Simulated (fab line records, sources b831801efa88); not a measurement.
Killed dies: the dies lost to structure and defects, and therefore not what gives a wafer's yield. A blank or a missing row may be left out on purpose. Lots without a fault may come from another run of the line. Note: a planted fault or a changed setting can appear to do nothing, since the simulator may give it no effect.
Problem report in the 8D (eight disciplines) form, filled by code :: flow sky130 :: the parts of the form that need people (team, actions taken, sign-off) are left out

1. THE PROBLEM
Wafers without a fault read 74.3 s, standard deviation 0.49; run-length-s at SKY_VIA3_ETCH_14 reads a mean of 47.4 s on 3 wafers belonging to 2 lots. That is -55 standard deviations from the usual mean.
The step: etches BARC in N2/H2, stops on SiO2, time 45.9 s, target depth 60 nm.
The first sign was on wafer L659.1 at day 44 17:37, on rie-diel-04. Wafers with a number at this step in the record: 42, from 14 lots. By rule, "out" or "out of limits" means more than 4 standard deviations away from the usual mean. The rest of the wafers with a number are treated as sound.

2. WHAT IT IS AND WHAT IT IS NOT
question: which readings at this step
is: run-length-s, oes-product-au
is not: -

question: which lots
is: L659, L660
is not: L643, L644, L645, L646, L647, L648, L649, L650, L651, L652, L654, L666

question: which wafers of those lots
is: L659.1, L659.5, L660.5
is not: L659.3, L660.4, L660.6

question: read on which tools
is: rie-diel-04
is not: rie-diel-02, rie-diel-03

question: when
is: from day 44 17:37
is not: up to then (34 sound wafers); but 5 sound wafers of L660, L666 came after

3. WHAT RULES OUT EACH SUSPECT
Counting: any tool at a process step up to the reading remains a suspect provided it ran every lot that is out. Sound lots after the first of them don't rule it out here, since some wafers of a struck lot are sound.
- rie-diel-04 at SKY_VIA3_ETCH_14 (etches BARC in N2/H2, stops on SiO2, time 45.9 s, target depth 60 nm): kept. Every lot that is out went through it, the first being L659 (day 44 17:37); the last sound lot it ran before that was L651 (day 41 23:09). Its own oes-product-au, run-length-s readings are out on those wafers.
- At SKY_VIA3_ETCH_14, inside rie-diel-04: chamber 1 took the wafers that are out, while their sound lot-mates went through chambers 0, 2, 3.
The count leaves rie-diel-04 at SKY_VIA3_ETCH_14.

4. THE CAUSE (what the simulator had put in)
rie-diel-04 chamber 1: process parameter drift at SKY_VIA3_ETCH_14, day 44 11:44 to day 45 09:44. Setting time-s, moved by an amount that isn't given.
After counting, this tool was the only one left.

5. THE EFFECT CHAIN, in route order
One row per reading whose mean, taken over the struck wafers that have a number, lies over 3 standard deviations from the usual. Scope: only readings with a usual standard deviation given in the record; hours: median across lots of the time from each lot's start at the first step in this table that gives one to its start at this step; sigmas: change in usual standard deviations.
hours: 0
step: SKY_VIA3_ETCH_14
reading: oes-product-au
usual: 0.854 a.u.
on struck wafers: 1.003
change: +0.149
sigmas: +31

hours: 0
step: SKY_VIA3_ETCH_14
reading: run-length-s
usual: 74.3 s
on struck wafers: 47.4
change: -26.9
sigmas: -55

hours: 0
step: SKY_VIA3_ETCH_15
reading: oes-product-au
usual: 0.946 a.u.
on struck wafers: 0.380
change: -0.566
sigmas: -99 or more

hours: 0
step: SKY_VIA3_STRIP_16
reading: strip-time-to-endpoint-s
usual: 4.128 s
on struck wafers: 4.380
change: +0.252
sigmas: +10
Its process steps:
- SKY_VIA3_ETCH_14: etches BARC in N2/H2, stops on SiO2, time 45.9 s, target depth 60 nm.
- SKY_VIA3_ETCH_15: etches SiO2 in C4F8/O2/Ar, stops on TiN, target depth 507 nm, time 78 s.
- SKY_VIA3_STRIP_16: strips in O2/N2.
Readings that are blank on the struck wafers while sound wafers have them: bias-w at SKY_VIA3_ETCH_14.

6. WHAT WOULD HAVE CAUGHT IT SOONER
6 hours passed between the start of the fault at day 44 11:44 and the first reading out of limits in this record, taken at day 44 17:37.
